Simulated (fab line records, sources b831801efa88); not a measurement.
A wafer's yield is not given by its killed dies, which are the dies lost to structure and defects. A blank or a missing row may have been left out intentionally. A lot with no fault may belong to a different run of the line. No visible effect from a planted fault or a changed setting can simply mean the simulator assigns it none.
Struck lot and sound lot, side by side / flow sky130 / 21 out of 708 route steps
Sound: these wafers, L504.1, L504.2, L504.4. Struck: wafer L495.1. (L495.5, L495.6 of the same lot were not struck and are left out.) The cause comes at the end.
At each step with rows: each side's tool, then ch and its chambers, then its first start. Under that, the readings that differ: sound wafers / struck wafers / difference of the means / sigmas: that difference in standard deviations of wafers without a fault.
alike: same words and numbers on both sides, and readings whose means sit less than 2 such deviations apart. not compared: any withheld reading, any reading some wafer has no value for, any bound like >300 that may hide the same value, and any number with overlapping values for which the record gives no deviation.
A row with sigmas, a row that says differs or no value, or rows on one side alone: a step with any of these is where the two part. When numbers do not overlap yet have no deviation, they are printed without sigmas and do not part them. Lack of a reading on every wafer of one side parts them only where that side has two or more wafers.

SKY_LI_CONTACT_CVD_21: deposits W, target thk 400 nm, time 120.56 s.
  sound on cvd w-01 ch 0,1, day 33 22:02; struck on cvd w-01 ch 1, day 30 23:10
  alike: heater power w
SKY_LI_CONTACT_RS_MEAS_22: uses a four-point probe to measure.
  sound on film metro-04, day 33 22:10; struck on film metro-03, day 30 23:17
  alike: LI_CONTACT_W_RS
SKY_LI_CONTACT_THK_MEAS_23: measures by xrf.
  sound on film metro-04, day 33 22:17; struck on film metro-03, day 30 23:24
reading=LI_CONTACT_W_THK (nm); sound=413 396 401; struck=381; difference=-22; sigmas=-2
SKY_LI_CONTACT_CMP_24: polishes, stops on PSG, t overpolish 20 s, target thk 0 nm.
  sound on cmp-01 ch 1,2,3, day 33 22:20; struck on cmp-02 ch 3, day 30 23:31
  alike: head pressure psi, motor current A, overpolish run s, time to endpoint s
SKY_LOCAL_INTERCONNECT_SPUTTER_00: material TiN, target thk 100 nm, time 83.3 s.
  sound on pvd sputter-04, day 33 22:38; struck on pvd sputter-03, day 30 23:46
  alike: chamber pressure pa, throttle valve pct
SKY_LOCAL_INTERCONNECT_RS_MEAS_01: uses a four-point probe to measure.
  sound on film metro-03, day 33 22:43; struck on film metro-01, day 30 23:50
  alike: LOCAL_INTERCONNECT_TIN_RS
SKY_LOCAL_INTERCONNECT_THK_MEAS_02: measures by xrf.
  sound on film metro-03, day 33 22:50; struck on film metro-01, day 30 23:57
  alike: LOCAL_INTERCONNECT_TIN_THK
then, 5 steps without rows for these wafers: SKY_LOCAL_INTERCONNECT_DEHYDRATE_03 (time 60 s); SKY_LOCAL_INTERCONNECT_HMDS_04 (prime time 60 s); SKY_LOCAL_INTERCONNECT_COAT_05 (resist thk 60 nm); SKY_LOCAL_INTERCONNECT_COAT_06 (resist thk 450 nm); SKY_LOCAL_INTERCONNECT_SOFTBAKE_07 (time 90 s).
SKY_LOCAL_INTERCONNECT_EXPOSE_08: exposes mask LI1M, target cd 170 nm.
  sound on krf scanner-01 ch 0, day 34 12:50; struck on krf scanner-02 ch 0, day 31 13:01
reading=stage vel mm s (mm/s); sound=500.05 500.30 500.31; struck=499.73; difference=-0.49; sigmas=-2
  alike: mask, focus offset nm
then, 2 steps without rows for these wafers: SKY_LOCAL_INTERCONNECT_PEB_09; SKY_LOCAL_INTERCONNECT_DEVELOP_10 (develop time 60 s).
SKY_LOCAL_INTERCONNECT_CD_MEAS_11: target cd 170 nm.
  sound on cd sem-01, day 35 01:53; struck on cd sem-01, day 32 02:41
reading=cd nm (nm); sound=169.6 169.9 171.8; struck=43.4; difference=-127.0; sigmas=-85
SKY_LOCAL_INTERCONNECT_OVL_MEAS_12:
  sound on overlay-01, day 35 02:00; struck on overlay-01, day 32 02:48
reading=LOCAL_INTERCONNECT_OVL (nm); sound=9 0 0; struck=-8; difference=-11; sigmas=-2
SKY_LOCAL_INTERCONNECT_ETCH_13: etches BARC in N2/H2, stops on SiO2, time 45.9 s, target depth 60 nm.
  sound on rie metal-02 ch 0,1, day 35 02:02; struck on rie metal-02 ch 1, day 32 02:50
reading=h2 flow sccm (sccm); sound=201.3 199.5 200.3; struck=198.8; difference=-1.6; sigmas=-3
reading=model.LOCAL_INTERCONNECT.cd nm (nm); sound=169.6 168.4 171.3; struck=43.11; difference=-126.66; sigmas=
  alike: drypump motor current A, oes product au, throttle valve pct
  not compared: rf hours counter h
SKY_LOCAL_INTERCONNECT_METAL_ETCH_14: etches TiN in Cl2/BCl3, stops on PSG, target depth 110 nm, time 31.4 s.
  sound on rie metal-02 ch 0,1, day 35 02:06; struck on rie metal-02 ch 1, day 32 02:54
reading=model.LOCAL_INTERCONNECT.cd nm (nm); sound=168.2 167.5 169.8; struck=41.62; difference=-126.88; sigmas=
  alike: drypump motor current A, oes product au, throttle valve pct
  not compared: rf hours counter h
SKY_LOCAL_INTERCONNECT_STRIP_15: strips in O2/N2.
  sound on plasma asher-01 ch 0,1, day 35 02:09; struck on plasma asher-03 ch 1, day 32 02:57
  alike: drypump motor current A, oes product au, strip time to endpoint s
  not compared: rf hours counter h
-- record jumps: 15 days separate the struck wafers' starts on either side; left off in module LOCAL_INTERCONNECT, taken up again in module PAD_OPEN, whose first shown step is the route's number 708 --
SKY_PAD_OPEN_PROBE_99:
  sound on prober-02, day 49 09:10; struck on prober-01, day 47 04:23
reading=killed at contacts; sound=27 21 23; struck=433; difference=+409; sigmas=+76
reading=killed dies; sound=84 70 83; struck=492; difference=+413; sigmas=+47
reading=killed on rim; sound=16 17 12; struck=96; difference=+81; sigmas=+23
  alike: killed_at_M0_to_M3, killed_at_M4_up, killed at front end, killed at other, killed open, killed short

== WHERE THEY PART ==
Last at SKY_PAD_OPEN_PROBE_99 as far as this record goes, first at SKY_LI_CONTACT_THK_MEAS_23.

WHY: the cause the simulator had injected
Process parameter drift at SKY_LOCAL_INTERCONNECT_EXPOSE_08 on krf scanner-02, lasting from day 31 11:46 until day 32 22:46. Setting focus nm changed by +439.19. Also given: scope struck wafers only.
